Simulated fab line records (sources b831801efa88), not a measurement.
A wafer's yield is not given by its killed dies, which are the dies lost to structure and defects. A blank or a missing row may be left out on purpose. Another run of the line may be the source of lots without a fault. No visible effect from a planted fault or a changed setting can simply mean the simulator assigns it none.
fab line records	flow sky130
[record] lots = 6	wafers = 18	last_day = 49
route steps=708 shown SONOS_ONO@176 GATE_OXIDE@187 POLY_GATE@204 RES_PROTECT@206 PAD_OPEN@708
lots that met no fault: from a run of the same line without faults
start_h: hours from the record's opening day to when the first of the lot's shown wafers began	wait_h: how many hours have passed since the lot's step before this one	" same as the row above	L1.1+2: one row covering several wafers at once	- value missing, or start not given	* or withheld: withheld	< > ~ a bound
route shown NAME@n: names a module that has steps shown in the file, with the first one's number in the route	usual: average and standard deviation across the fault-free wafers	same: alike in all rows	chamber/n: place in a boat	sites: the reading at each site	_std_site: standard deviation across them	_edge_site: mean of outer sites minus mean of inner sites	radius_mm: for every site, how far away it sits from the centre of the wafer	mask NAME#n: copy n	behind: the last tool/chamber to shape the wafer	hold: why the lot went on hold/how many hours it stayed there/how the hold came to an end	device: which transistor (n, p or np) failed to switch	end of line: tests run on the same wafers once the route is complete	where a step has no rows: the recipe by itself	killed: the dies lost at the first sort to structure and to defects; this is not the yield of the wafer	map: a wafer's dies, marking killed ones x, the rest . and places with no die _
set.NAME: the setting the step ran with; set.NAME@STEP: the setting that earlier step ran with	model.NAME: the simulator's own value behind a step, which no gauge read
lots seen at some steps along the route; tables by step, rows by wafer
services: from which hour (start_h, from the record's first day; less than 0 if before it) a tool's chamber was out of use, for how many hours, and why
[[steps]]
[step SKY_SONOS_ONO_COAT_08]
[recipe] resist = NOVOLAK	spin_rpm = 3000	resist_thk_nm = 1140
[step SKY_SONOS_ONO_SOFTBAKE_09]
[recipe] temp_c = 90	time_s = 60	resist = NOVOLAK
[step SKY_SONOS_ONO_EXPOSE_10]
[recipe] mask_id = ONOM	target_cd_nm = 410	na = 0.6	source_shape = conventional	sigma_outer = 0.6	dose_mj = 150
[step SKY_SONOS_ONO_PEB_11]
[recipe] temp_c = withheld	time_s = *	resist = NOVOLAK
[step SKY_SONOS_ONO_DEVELOP_12]
[recipe] develop_time_s = 60	dev_temp_c = 23
[step SKY_SONOS_ONO_CD_MEAS_13]
[recipe] target_cd_nm = 410
[usual] cd_nm = 409.0/1.8
lot.wafer	tool	chamber	start_h	wait_h	cd_nm
L521.2	cd_sem-02	-	329.27	0.1	407.7
L521.3	"	-	"	"	409.3
L521.6	"	-	"	"	409.0
L524.3	cd_sem-02	-	349.09	0.1	410.7
L524.4	"	-	"	"	410.6
L524.5	"	-	"	"	408.7
L526.3	cd_sem-02	-	357.19	0.1	409.3
L526.4	"	-	"	"	411.1
L526.5	"	-	"	"	412.3
L527.2	cd_sem-01	-	357.47	0.1	408.5
L527.3	"	-	"	"	407.0
L527.6	"	-	"	"	408.8
L533.3	cd_sem-02	-	429.69	0.1	410.5
L533.5	"	-	"	"	409.3
L533.6	"	-	"	"	409.0
L536.1	cd_sem-02	-	442.30	0.1	408.6
L536.2	"	-	"	"	410.1
L536.3	"	-	"	"	408.2
[step SKY_SONOS_ONO_OVL_MEAS_14]
[usual] SONOS_ONO_OVL = 0.3/1.3
lot.wafer	tool	chamber	start_h	wait_h	SONOS_ONO_OVL[nm]
L521.2	overlay-01	-	329.38	0.1	-0.5
L521.3	"	-	"	"	-1.9
L521.6	"	-	"	"	-2.1
L524.3	overlay-02	-	349.18	0.1	2.1
L524.4	"	-	"	"	0.8
L524.5	"	-	"	"	1.0
L526.3	overlay-01	-	357.28	0.1	-1.7
L526.4	"	-	"	"	0.5
L526.5	"	-	"	"	-1.6
L527.2	overlay-02	-	357.57	0.1	0.6
L527.3	"	-	"	"	0.2
L527.6	"	-	"	"	-1.2
L533.3	overlay-01	-	429.78	0.1	0.9
L533.5	"	-	"	"	0.9
L533.6	"	-	"	"	1.1
L536.1	overlay-02	-	442.42	0.1	-0.9
L536.2	"	-	"	"	1.8
L536.3	"	-	"	"	0.3
[step SKY_SONOS_ONO_ETCH_15]
[recipe] target_depth_nm = 19.52	chemistry = CHF3/O2	source_w = 600	bias_w = 200	pressure_mtorr = 40	chf3_flow_sccm = 50	O2_flow_sccm = 5	time_s = 7.8
[usual] drypump_motor_current_A = 5.7/0.37	oes_product_au = 0.997/0.0068	rf_fwd_power_W = 589/3.2	throttle_valve_pct = 8.825/0.0087
lot.wafer	tool	chamber	start_h	wait_h	drypump_motor_current_A	oes_product_au	rf_fwd_power_W	rf_hours_counter_h	throttle_valve_pct
L521.2	rie_diel-03	2	329.41	0.0	5.7	0.996	593	5	8.827
L521.3	"	1	"	"	6.2	1.001	584	38	8.823
L521.6	"	1	"	"	6.2	1.003	585	-	8.827
L524.3	rie_diel-02	0	349.21	0.0	5.5	0.987	589	0	8.824
L524.4	"	1	"	"	6.4	0.997	587	1	8.837
L524.5	"	0	"	"	5.5	0.996	584	-	8.840
L526.3	rie_diel-01	0	357.30	0.0	5.6	0.982	584	52	8.815
L526.4	"	2	"	"	5.9	0.997	593	1	8.831
L526.5	"	3	"	"	5.8	1.000	585	-	8.835
L527.2	rie_diel-02	0	357.60	0.0	5.5	0.995	588	0	8.833
L527.3	"	2	"	"	4.9	1.004	589	91	8.834
L527.6	"	1	"	"	6.4	0.995	587	-	8.816
L533.3	rie_diel-02	3	429.80	0.0	5.7	1.004	588	3	8.826
L533.5	"	3	"	"	5.7	1.001	589	-	8.826
L533.6	"	2	"	"	4.9	0.999	591	-	8.831
L536.1	rie_diel-01	2	442.45	0.0	5.9	1.014	593	2	8.836
L536.2	"	0	"	"	5.6	0.998	585	54	8.817
L536.3	"	3	"	"	5.8	1.007	587	60	8.830
[step SKY_SONOS_ONO_WET_ETCH_16]
[recipe] chemistry = dHF	target_depth_nm = 14	dry = n2_spin	target = SiO2	dilution = 100:1	temp_c = 25	time_s = 280
[step SKY_SONOS_ONO_STRIP_17]
[recipe] chemistry = O2/N2	power_w = 1400	pressure_mtorr = 1500	platen_temp_c = withheld	o2_flow_sccm = 3000	n2_flow_sccm = 300	overash_fraction = 0.5
[usual] drypump_motor_current_A = 5.9/0.4	n2_flow_sccm = 299.9/0.96	oes_product_au = 0.710/0.0047	strip_time_to_endpoint_s = 14.09/0.038
lot.wafer	tool	chamber	start_h	wait_h	drypump_motor_current_A	n2_flow_sccm	oes_product_au	rf_hours_counter_h	strip_time_to_endpoint_s
L521.2	plasma_asher-04	1	329.51	0.0	6.3	299.6	0.714	65	14.10
L521.3	"	0	"	"	5.9	301.2	0.711	-	14.05
L521.6	"	1	"	"	6.3	299.9	0.701	-	14.05
L524.3	plasma_asher-04	0	349.35	0.0	5.9	300.6	0.706	-	14.18
L524.4	"	1	"	"	6.3	300.0	0.702	-	14.11
L524.5	"	1	"	"	6.3	299.4	0.718	-	14.17
L526.3	plasma_asher-01	1	357.44	0.0	6.0	299.7	0.708	-	14.16
L526.4	"	0	"	"	5.1	299.7	0.712	-	14.09
L526.5	"	1	"	"	6.1	302.6	0.712	-	14.09
L527.2	plasma_asher-04	1	357.71	0.0	6.3	299.1	0.708	67	14.10
L527.3	"	0	"	"	5.9	300.3	0.712	-	14.05
L527.6	"	1	"	"	6.3	300.2	0.710	-	14.09
L533.3	plasma_asher-01	1	429.95	0.0	6.1	300.0	0.704	-	14.06
L533.5	"	1	"	"	6.1	298.8	0.702	-	14.13
L533.6	"	0	"	"	5.1	299.7	0.714	-	14.10
L536.1	plasma_asher-04	1	442.56	0.0	6.3	299.4	0.712	1	14.03
L536.2	"	0	"	"	5.9	297.6	0.719	1	14.04
L536.3	"	0	"	"	5.9	298.7	0.711	-	13.97
[step SKY_SONOS_ONO_WET_ETCH_18]
[recipe] chemistry = H3PO4	target_depth_nm = 15	target = Si3N4	temp_c = 160	time_s = 172
[step SKY_GATE_OXIDE_CLEAN_00]
[recipe] chemistry = SC1/SC2	mix = 1:4:20	temp_c = 70	time_s = 150	dry = n2_spin
[step SKY_GATE_OXIDE_OXIDATION_01]
[recipe] temp_c = 900	ambient = O2	stabilise_s = 600	purge_s = 300	target_thk_a = 102.68	ox_time_s = 1473
[usual] zone_power_top_pct = 31.8/2.3
lot.wafer	tool	chamber	start_h	wait_h	zone_power_top_pct
L521.2	furnace-02	0	330.14	0.4	30.2
L521.3	"	0	"	"	30.2
L521.6	"	0	"	"	31.2
L524.3	furnace-01	0	349.70	0.2	35.0
L524.4	"	0	"	"	35.0
L524.5	"	0	"	"	35.1
L526.3	furnace-01	0	358.14	0.5	35.7
L526.4	"	0	"	"	35.2
L526.5	"	0	"	"	35.3
L527.2	furnace-01	0	358.14	0.2	34.8
L527.3	"	0	"	"	35.3
L527.6	"	0	"	"	35.1
L533.3	furnace-02	0	430.21	0.1	30.4
L533.5	"	0	"	"	30.3
L533.6	"	0	"	"	30.2
L536.1	furnace-02	0	443.70	0.9	29.9
L536.2	"	0	"	"	30.0
L536.3	"	0	"	"	29.9
[step SKY_GATE_OXIDE_THK_MEAS_02]
[recipe] reads = SiO2_of_GATE_OXIDE_OXIDATION_01
[usual] GATE_OXIDE_OXIDATION_00_THK = 10.29/0.15
lot.wafer	tool	chamber	start_h	wait_h	GATE_OXIDE_OXIDATION_00_THK[nm]
L521.2	film_metro-01	-	331.56	0.0	10.48
L521.3	"	-	"	"	10.55
L521.6	"	-	"	"	10.35
L524.3	film_metro-02	-	351.13	0.0	10.38
L524.4	"	-	"	"	10.17
L524.5	"	-	"	"	10.47
L526.3	film_metro-01	-	359.57	0.0	10.23
L526.4	"	-	"	"	10.21
L526.5	"	-	"	"	10.19
L527.2	film_metro-04	-	359.58	0.0	10.15
L527.3	"	-	"	"	10.20
L527.6	"	-	"	"	10.17
L533.3	film_metro-01	-	431.64	0.0	10.19
L533.5	"	-	"	"	10.33
L533.6	"	-	"	"	10.28
L536.1	film_metro-01	-	445.10	0.0	10.19
L536.2	"	-	"	"	10.32
L536.3	"	-	"	"	10.11
[step SKY_GATE_OXIDE_DEHYDRATE_03]
[recipe] temp_c = 200	time_s = 60
[step SKY_GATE_OXIDE_HMDS_04]
[recipe] prime_time_s = 60	prime_temp_c = 120
[step SKY_GATE_OXIDE_COAT_05]
[recipe] resist = NOVOLAK	spin_rpm = 3000	resist_thk_nm = 1140
[step SKY_GATE_OXIDE_SOFTBAKE_06]
[recipe] temp_c = 90	time_s = 60	resist = NOVOLAK
[step SKY_GATE_OXIDE_EXPOSE_07]
[recipe] mask_id = LVOM	na = 0.6	source_shape = conventional	sigma_outer = 0.6	polarization = unpolarized	target_cd_nm = 600	dose_mj = 170
[step SKY_GATE_OXIDE_PEB_08]
[recipe] temp_c = withheld	time_s = *	resist = NOVOLAK
[step SKY_GATE_OXIDE_DEVELOP_09]
[recipe] resist = NOVOLAK	developer = TMAH	develop_time_s = 60	dev_temp_c = 23
[step SKY_GATE_OXIDE_OVL_MEAS_10]
[usual] GATE_OXIDE_OVL = -0.3/1.4
lot.wafer	tool	chamber	start_h	wait_h	GATE_OXIDE_OVL[nm]
L521.2	overlay-01	-	358.88	0.1	1.6
L521.3	"	-	"	"	0.5
L521.6	"	-	"	"	-0.2
L524.3	overlay-01	-	379.26	0.1	-0.9
L524.4	"	-	"	"	0.9
L524.5	"	-	"	"	1.3
L526.3	overlay-02	-	388.86	0.1	0.0
L526.4	"	-	"	"	0.2
L526.5	"	-	"	"	0.8
L527.2	overlay-02	-	389.15	0.1	0.1
L527.3	"	-	"	"	0.7
L527.6	"	-	"	"	0.4
L533.3	overlay-02	-	462.13	0.1	-1.5
L533.5	"	-	"	"	0.5
L533.6	"	-	"	"	-0.4
L536.1	overlay-02	-	474.50	0.1	3.1
L536.2	"	-	"	"	0.9
L536.3	"	-	"	"	-0.4
[step SKY_GATE_OXIDE_IMPLANT_11]
[recipe] species = B	energy_kev = 10	dose_cm2 = 2.6e+12	tilt_deg = withheld
[step SKY_GATE_OXIDE_WET_ETCH_12]
[recipe] chemistry = dHF	target_depth_nm = 16.8	dry = n2_spin	target = SiO2	dilution = 100:1	temp_c = 25	time_s = 336
[step SKY_GATE_OXIDE_STRIP_13]
[recipe] chemistry = O2/N2	power_w = 1400	pressure_mtorr = 1500	platen_temp_c = withheld	o2_flow_sccm = 3000	n2_flow_sccm = 300	overash_fraction = 0.5
[usual] drypump_motor_current_A = 6.0/0.45	n2_flow_sccm = 299.9/0.91	oes_product_au = 0.715/0.0051	strip_time_to_endpoint_s = 14.17/0.034
lot.wafer	tool	chamber	start_h	wait_h	drypump_motor_current_A	n2_flow_sccm	oes_product_au	rf_hours_counter_h	strip_time_to_endpoint_s
L521.2	plasma_asher-04	0	359.18	0.0	5.9	300.4	0.713	68	14.20
L521.3	"	1	"	"	6.3	299.9	0.718	-	14.18
L521.6	"	0	"	"	5.9	299.1	0.702	-	14.15
L524.3	plasma_asher-01	1	379.57	0.0	6.1	299.3	0.714	-	14.19
L524.4	"	0	"	"	5.1	299.1	0.708	-	14.17
L524.5	"	1	"	"	6.0	298.9	0.724	-	14.18
L526.3	plasma_asher-04	1	389.18	0.0	6.3	299.1	0.715	-	14.20
L526.4	"	0	"	"	5.9	299.9	0.714	-	14.21
L526.5	"	1	"	"	6.3	301.5	0.713	-	14.15
L527.2	plasma_asher-01	0	389.43	0.0	5.1	300.3	0.710	70	14.08
L527.3	"	1	"	"	6.1	299.6	0.711	-	14.12
L527.6	"	0	"	"	5.1	300.5	0.713	-	14.13
L533.3	plasma_asher-04	1	462.45	0.0	6.3	301.0	0.718	-	14.17
L533.5	"	0	"	"	5.9	298.9	0.714	-	14.14
L533.6	"	1	"	"	6.3	300.8	0.731	-	14.17
L536.1	plasma_asher-03	0	474.78	0.0	6.4	299.9	0.719	64	14.15
L536.2	"	1	"	"	6.1	300.5	0.718	64	14.16
L536.3	"	0	"	"	6.5	301.7	0.711	-	14.14
[step SKY_GATE_OXIDE_TW_MEAS_14]
[usual] GATE_OXIDE_TW = 223.7/1.9
lot.wafer	tool	chamber	start_h	wait_h	GATE_OXIDE_TW
L521.2	film_metro-01	-	359.29	0.1	221.3
L521.3	"	-	"	"	222.1
L521.6	"	-	"	"	220.8
L524.3	film_metro-01	-	379.65	0.1	222.2
L524.4	"	-	"	"	223.4
L524.5	"	-	"	"	221.6
L526.3	film_metro-01	-	389.26	0.1	222.2
L526.4	"	-	"	"	221.7
L526.5	"	-	"	"	222.2
L527.2	film_metro-02	-	389.54	0.1	223.6
L527.3	"	-	"	"	223.2
L527.6	"	-	"	"	223.4
L533.3	film_metro-01	-	462.54	0.1	221.9
L533.5	"	-	"	"	223.2
L533.6	"	-	"	"	221.4
L536.1	film_metro-02	-	474.88	0.1	223.6
L536.2	"	-	"	"	223.8
L536.3	"	-	"	"	223.7
[step SKY_GATE_OXIDE_CLEAN_15]
[recipe] chemistry = SC1/SC2	mix = 1:4:20	temp_c = 70	time_s = 150	dry = n2_spin
[step SKY_GATE_OXIDE_OXIDATION_16]
[recipe] temp_c = 800	ambient = O2	idle_temp_c = 700	ramp_up_c_per_min = 10	ramp_down_c_per_min = 3	stabilise_s = 600	purge_s = 300	target_thk_a = 35.7	ox_time_s = 1915
[step SKY_POLY_GATE_CVD_00]
[recipe] material = poly-Si	target_thk_nm = 180	temp_c = 620	time_s = 720	pressure_mtorr = 200
[step SKY_POLY_GATE_THK_MEAS_01]
[recipe] reads = poly-Si_of_POLY_GATE_CVD_00
[usual] POLY_GATE_CVD_00_THK = 180.7/1.7
lot.wafer	tool	chamber	start_h	wait_h	POLY_GATE_CVD_00_THK[nm]
L521.2	film_metro-01	-	363.43	0.0	179.5
L521.3	"	-	"	"	178.9
L521.6	"	-	"	"	178.3
L524.3	film_metro-01	-	382.76	0.0	180.4
L524.4	"	-	"	"	181.8
L524.5	"	-	"	"	182.1
L527.2	film_metro-03	-	392.66	0.0	178.5
L527.3	"	-	"	"	178.3
L527.6	"	-	"	"	178.7
L526.3	film_metro-01	-	392.67	0.0	180.8
L526.4	"	-	"	"	181.2
L526.5	"	-	"	"	183.1
L533.3	film_metro-02	-	469.72	0.0	180.3
L533.5	"	-	"	"	181.5
L533.6	"	-	"	"	180.7
L536.1	film_metro-01	-	478.50	0.0	177.9
L536.2	"	-	"	"	179.8
L536.3	"	-	"	"	178.8
[step SKY_RES_PROTECT_DEHYDRATE_00]
[recipe] temp_c = 200	time_s = 60
[step SKY_RES_PROTECT_HMDS_01]
[recipe] prime_time_s = 60	prime_temp_c = 120
[step SKY_RES_PROTECT_COAT_02]
[recipe] resist = NOVOLAK	spin_rpm = 3000	resist_thk_nm = 1140
[step SKY_RES_PROTECT_SOFTBAKE_03]
[recipe] temp_c = 90	time_s = 60	resist = NOVOLAK
[step SKY_RES_PROTECT_EXPOSE_04]
[recipe] mask_id = RPM	na = 0.6	source_shape = conventional	sigma_outer = 0.6	polarization = unpolarized	target_cd_nm = 1270	dose_mj = 131
[step SKY_RES_PROTECT_PEB_05]
[recipe] temp_c = withheld	time_s = *	resist = NOVOLAK
[step SKY_RES_PROTECT_DEVELOP_06]
[recipe] resist = NOVOLAK	developer = TMAH	develop_time_s = 60	dev_temp_c = 23
[step SKY_POLY_GATE_IMPLANT_02]
[recipe] species = P	energy_kev = 30	dose_cm2 = 7.7e+15	tilt_deg = 0
[step SKY_RES_PROTECT_STRIP_07]
[recipe] chemistry = O2/N2	power_w = 1400	pressure_mtorr = 1500	platen_temp_c = withheld	o2_flow_sccm = 3000	n2_flow_sccm = 300	overash_fraction = 0.5
[usual] drypump_motor_current_A = 6.0/0.38	n2_flow_sccm = 299.9/0.92	oes_product_au = 0.517/0.0047	strip_time_to_endpoint_s = 23.29/0.04
lot.wafer	tool	chamber	start_h	wait_h	drypump_motor_current_A	n2_flow_sccm	oes_product_au	rf_hours_counter_h	strip_time_to_endpoint_s
L521.2	plasma_asher-03	0	392.15	0.1	6.5	300.6	0.511	55	23.35
L521.3	"	0	"	"	6.5	300.9	0.516	-	23.32
L521.6	"	0	"	"	6.5	302.3	0.508	-	23.31
L524.3	plasma_asher-01	1	411.40	0.1	6.1	298.8	0.517	-	23.38
L524.4	"	0	"	"	5.1	299.9	0.513	-	23.29
L524.5	"	0	"	"	5.1	301.6	0.520	-	23.34
L527.2	plasma_asher-01	0	422.70	0.1	5.1	301.3	0.515	74	23.29
L527.3	"	1	"	"	6.1	300.0	0.518	-	23.35
L527.6	"	1	"	"	6.1	299.9	0.519	-	23.25
L526.3	plasma_asher-03	0	422.83	0.1	6.5	300.8	0.518	-	23.26
L526.4	"	1	"	"	6.1	300.0	0.519	-	23.28
L526.5	"	1	"	"	6.1	299.6	0.518	-	23.27
L533.3	plasma_asher-03	1	500.58	0.1	6.1	300.0	0.515	-	23.20
L533.5	"	0	"	"	6.5	301.2	0.521	-	23.19
L533.6	"	1	"	"	6.1	299.3	0.521	-	23.23
L536.1	plasma_asher-03	1	509.45	0.1	6.1	298.3	0.525	68	23.32
L536.2	"	0	"	"	6.5	300.6	0.519	68	23.33
L536.3	"	1	"	"	6.1	299.6	0.513	-	23.28
[step SKY_RES_PROTECT_TW_MEAS_08]
[usual] POLY_GATE_TW = 4053/23
lot.wafer	tool	chamber	start_h	wait_h	POLY_GATE_TW
L521.2	film_metro-04	-	392.26	0.1	4073
L521.3	"	-	"	"	4087
L521.6	"	-	"	"	4085
L524.3	film_metro-02	-	411.49	0.1	4023
L524.4	"	-	"	"	4024
L524.5	"	-	"	"	4021
L527.2	film_metro-02	-	422.81	0.1	4033
L527.3	"	-	"	"	4019
L527.6	"	-	"	"	4007
L526.3	film_metro-04	-	422.92	0.1	4048
L526.4	"	-	"	"	4050
L526.5	"	-	"	"	4063
L533.3	film_metro-03	-	500.67	0.1	4018
L533.5	"	-	"	"	4047
L533.6	"	-	"	"	4051
L536.1	film_metro-04	-	509.55	0.1	4068
L536.2	"	-	"	"	4080
L536.3	"	-	"	"	4078
[step SKY_RES_PROTECT_CLEAN_09]
[recipe] chemistry = SC1/SC2	mix = 1:4:20	temp_c = 70	time_s = 150	dry = n2_spin
[step SKY_POLY_GATE_CVD_03]
[recipe] material = Si3N4	precursor = DCS/NH3	target_thk_nm = 75	temp_c = 770	time_s = 1290	pressure_mtorr = 250
[step SKY_PAD_OPEN_PROBE_99]
[usual] killed_at_M0_to_M3 = 45/7	killed_at_M4_up = 3.4/1.8	killed_at_contacts = 24/5.4	killed_at_front_end = 16/4.8	killed_at_other = 0.4/0.62	killed_dies = 89/10	killed_on_rim = 17/3.5	killed_open = 48/7.2	killed_short = 40/6.3
[same] gross_dies = 492	killed_at_back_side = 0
lot.wafer	tool	chamber	start_h	wait_h	killed_at_M0_to_M3	killed_at_M4_up	killed_at_contacts	killed_at_front_end	killed_at_other	killed_dies	killed_on_rim	killed_open	killed_short
L521.2	prober-01	-	1112.61	0.1	40	7	24	18	0	89	12	47	42
L521.3	prober-01	-	1112.66	0.2	51	1	28	19	0	99	19	52	47
L521.6	prober-01	-	1112.81	0.2	41	8	24	14	0	87	16	45	42
L524.3	prober-02	-	1122.92	0.2	38	3	31	16	0	88	21	47	41
L524.4	prober-02	-	1122.97	0.2	41	4	20	16	1	82	15	46	36
L524.5	prober-02	-	1123.02	0.2	39	5	19	12	1	76	10	44	32
L527.2	prober-02	-	1133.40	0.1	33	0	23	121	0	177	32	42	32
L527.3	prober-02	-	1133.45	0.2	47	1	26	124	0	198	39	43	40
L527.6	prober-02	-	1133.60	0.2	49	4	22	128	0	203	36	40	47
L526.3	prober-01	-	1137.23	0.2	47	2	33	125	0	207	39	54	37
L526.4	prober-01	-	1137.28	0.2	35	2	26	125	1	189	42	43	31
L526.5	prober-01	-	1137.33	0.2	43	2	28	120	0	193	41	60	25
L536.1	prober-02	-	1180.74	0.1	48	7	18	17	0	90	13	52	38
L536.2	prober-02	-	1180.79	0.1	44	4	28	17	0	93	20	60	33
L536.3	prober-02	-	1180.84	0.2	53	4	32	18	0	107	18	59	48
// killed by level:class
L521.2 VIA2:geometric_particle:open=9 CONTACT:geometric_particle:open=8 VIA1:geometric_particle:open=8 VIA3:geometric_particle:open=7 FIELD_ISO:geometric_particle:short=6 POLY_GATE:geometric_particle:short=6 LI_CONTACT:geometric_particle:open=6 CONTACT:geometric_particle:short=5
L521.3 METAL1:geometric_particle:short=10 VIA1:geometric_particle:open=9 POLY_GATE:geometric_particle:open=8 LI_CONTACT:geometric_particle:open=8 VIA1:geometric_particle:short=8 CONTACT:geometric_particle:open=7 VIA2:geometric_particle:open=6 CONTACT:geometric_particle:short=5
L521.6 CONTACT:geometric_particle:open=9 VIA2:geometric_particle:open=7 LI_CONTACT:geometric_particle:open=6 CONTACT:geometric_particle:short=6 METAL1:geometric_particle:short=6 VIA1:geometric_particle:open=6 METAL4:geometric_particle:short=5 FIELD_ISO:geometric_particle:short=4
L524.3 CONTACT:geometric_particle:open=11 METAL1:geometric_particle:short=9 VIA1:geometric_particle:open=9 FIELD_ISO:geometric_particle:open=6 LI_CONTACT:geometric_particle:open=6 CONTACT:geometric_particle:short=6 LOCAL_INTERCONNECT:geometric_particle:short=5 VIA2:geometric_particle:open=4
L524.4 VIA1:geometric_particle:open=8 METAL1:geometric_particle:short=7 VIA2:geometric_particle:open=6 CONTACT:geometric_particle:open=6 VIA3:geometric_particle:open=6 POLY_GATE:geometric_particle:open=4 LI_CONTACT:geometric_particle:open=4 LOCAL_INTERCONNECT:geometric_particle:short=4
L524.5 CONTACT:geometric_particle:open=8 VIA1:geometric_particle:open=7 VIA3:geometric_particle:open=7 METAL2:geometric_particle:short=5 POLY_GATE:geometric_particle:short=4 VIA2:geometric_particle:open=4 VIA1:geometric_particle:short=4 FIELD_ISO:geometric_particle:open=3
L527.2 GATE_OXIDE:unspecified=103 VIA2:geometric_particle:open=9 LI_CONTACT:geometric_particle:open=8 CONTACT:geometric_particle:open=6 CONTACT:geometric_particle:short=5 VIA3:geometric_particle:open=5 FIELD_ISO:geometric_particle:short=4 VIA1:geometric_particle:open=4
L527.3 GATE_OXIDE:unspecified=115 VIA1:geometric_particle:open=10 VIA2:geometric_particle:open=10 CONTACT:geometric_particle:short=9 LI_CONTACT:geometric_particle:open=7 VIA3:geometric_particle:open=7 VIA1:geometric_particle:short=7 LOCAL_INTERCONNECT:geometric_particle:short=4
L527.6 GATE_OXIDE:unspecified=116 VIA1:geometric_particle:open=11 METAL1:geometric_particle:short=7 LI_CONTACT:geometric_particle:open=6 VIA1:geometric_particle:short=6 LOCAL_INTERCONNECT:geometric_particle:short=5 VIA2:geometric_particle:open=5 CONTACT:geometric_particle:open=5
L526.3 GATE_OXIDE:unspecified=116 CONTACT:geometric_particle:open=18 VIA3:geometric_particle:open=8 LI_CONTACT:geometric_particle:open=7 VIA1:geometric_particle:short=6 METAL2:geometric_particle:short=6 VIA2:geometric_particle:open=6 METAL1:geometric_particle:short=4
L526.4 GATE_OXIDE:unspecified=115 VIA1:geometric_particle:open=10 LOCAL_INTERCONNECT:geometric_particle:short=8 LI_CONTACT:geometric_particle:open=7 CONTACT:geometric_particle:open=7 VIA3:geometric_particle:open=6 VIA2:geometric_particle:open=5 METAL2:geometric_particle:short=4
L526.5 GATE_OXIDE:unspecified=108 VIA1:geometric_particle:open=15 CONTACT:geometric_particle:open=12 LI_CONTACT:geometric_particle:open=10 VIA3:geometric_particle:open=7 VIA2:geometric_particle:open=5 FIELD_ISO:geometric_particle:open=3 POLY_GATE:geometric_particle:open=3
L536.1 VIA1:geometric_particle:open=9 VIA3:geometric_particle:open=8 LI_CONTACT:geometric_particle:open=6 FIELD_ISO:geometric_particle:open=5 CONTACT:geometric_particle:short=5 VIA1:geometric_particle:short=5 METAL2:geometric_particle:short=5 METAL2:geometric_particle:open=5
L536.2 VIA3:geometric_particle:open=11 CONTACT:geometric_particle:open=11 LI_CONTACT:geometric_particle:open=8 VIA1:geometric_particle:open=7 FIELD_ISO:geometric_particle:open=5 METAL1:geometric_particle:short=5 VIA2:geometric_particle:open=5 POLY_GATE:geometric_particle:open=4
L536.3 CONTACT:geometric_particle:open=12 VIA2:geometric_particle:open=11 LI_CONTACT:geometric_particle:open=9 VIA1:geometric_particle:open=9 FIELD_ISO:geometric_particle:short=6 METAL2:geometric_particle:short=6 METAL3:geometric_particle:short=6 LOCAL_INTERCONNECT:geometric_particle:short=5
// map L526.3 (x killed, . not)
__________xxxx......_________
________.x.xx.....xxx._______
______.x.x.x............_____
_____..xx..x.....x..xx.xx____
____x.xx..xx.x..x.xx..x.xx___
___x..xx.x...xx...x.x.x.x..__
__..x.....x....xx.xx........_
_.xx...x.x..xxxx.....x...x.xx
_x.xx.x.xx..xx..x.x....x.x.xx
_.xx.xx...x..xx..x.xx.xxx.xx.
_xxxxxx......x.x.....xxxx...x
_.x.xxx........x.......xxxxxx
_x.xx..x...xx..xxxx..x.xxx...
_.x....x..x.xxxxx.x..x...x.x.
_.x..x.x..xxx..x.....xx.xxxx.
__x...x...x..xx.x...x..xxx.._
___..x.x..x..xx..x.xxx..xxx__
____xx..xx.xx.x...x....x..___
_____x..x.x.x....x..xx.x.____
______xx..x..xxx..xx...._____
________.x.x.....x...._______
__________x.x.x..x.._________
// map L527.6 (x killed, . not)
__________x.....x..._________
________..x.x..x.xx..x_______
______...x.x.....x.x...x_____
_____x..xx..x..x..xx...x.____
____..xx.x....x.x..x....x.___
___x.xxxx.x.xx..xxx.x..x...__
__....x.....x.xx.x.....xxx.._
_..x....x.x.x..xxx.xxx.xx....
_x..xx....xx.xx...x.x...xx...
_.xx.xx...x.....x.......xxx..
_........x..xx.x..xxx.x.xxx.x
_x...x..x......x..x.x..x.x..x
_xx.x.xx.x..xx.xx..x.xx.x.x..
_.x...xxx.xxxx.xx..xx.x...x.x
_xxx.xx.x.x.xx.xxx.x.......xx
__.xx.......x.xx.xx....x.xx._
___..x....xx...x...x.xxxxx.__
____....x.x..x.x...x.x...x___
_____.x.xxx.xx.x...x..x.x____
______xx.x..x....x.x.xx._____
________.xxx...x.xxx.x_______
__________..x..x.x.._________
[[services]]
tool	chamber	start_h	hours	kind
furnace-02	-	309.70	3.4	pm
rie_diel-02	-	311.01	0.2	repair
furnace-02	-	315.97	3.1	pm
rie_diel-01	0	325.25	7.4	repair
rie_diel-03	3	331.39	6.5	repair
rie_diel-01	-	334.34	15.6	pm
rie_diel-03	0	351.40	10.6	repair
rie_diel-03	2	389.54	6.8	repair
furnace-01	-	395.56	2.4	pm
rie_diel-02	0	398.81	5.5	repair
plasma_asher-04	-	402.15	2.4	repair
rie_diel-01	-	408.77	2.8	pm
plasma_asher-04	-	421.25	9.0	pm
plasma_asher-04	0	421.25	9.0	vent_cycle
plasma_asher-04	-	441.50	1.0	repair
plasma_asher-01	-	446.61	1.3	repair
furnace-02	-	461.15	4.3	pm
plasma_asher-04	-	477.43	4.0	pm
rie_diel-02	-	480.43	1.3	repair
furnace-01	-	489.55	2.9	pm
rie_diel-01	3	491.32	8.0	repair
plasma_asher-01	-	502.01	3.6	repair
rie_diel-03	2	506.93	5.1	repair
rie_diel-01	-	507.68	0.7	repair
[[key]]
[first_sign] step = SKY_PAD_OPEN_PROBE_99	reading = killed_at_front_end	direction = up	sigmas = 22	usual = 16	struck = 124
[effect] step = SKY_PAD_OPEN_PROBE_99	reading = killed_dies	direction = up	sigmas = 10	usual = 89	struck = 194
met_at SKY_GATE_OXIDE_OXIDATION_01
struck_wafers L526.3,L526.4,L526.5,L527.2,L527.3,L527.6
tester_left_out L526,L527
onset_between 349.70 358.14
[fault] kind = chamber_particle_source	tool = furnace-01	chamber = -	onset_h = 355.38	steps = SKY_GATE_OXIDE_OXIDATION_01	rate_per_visit_cm2 = 0.58833	end_h = 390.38
// tester_left_out: of these lots the tester's yield and bins aren't shown, on N5 and GAA mostly nor the transistor test; their killed dies are dies lost to structure and defects alone, not to doping, threshold or leakage, so they don't give the yield
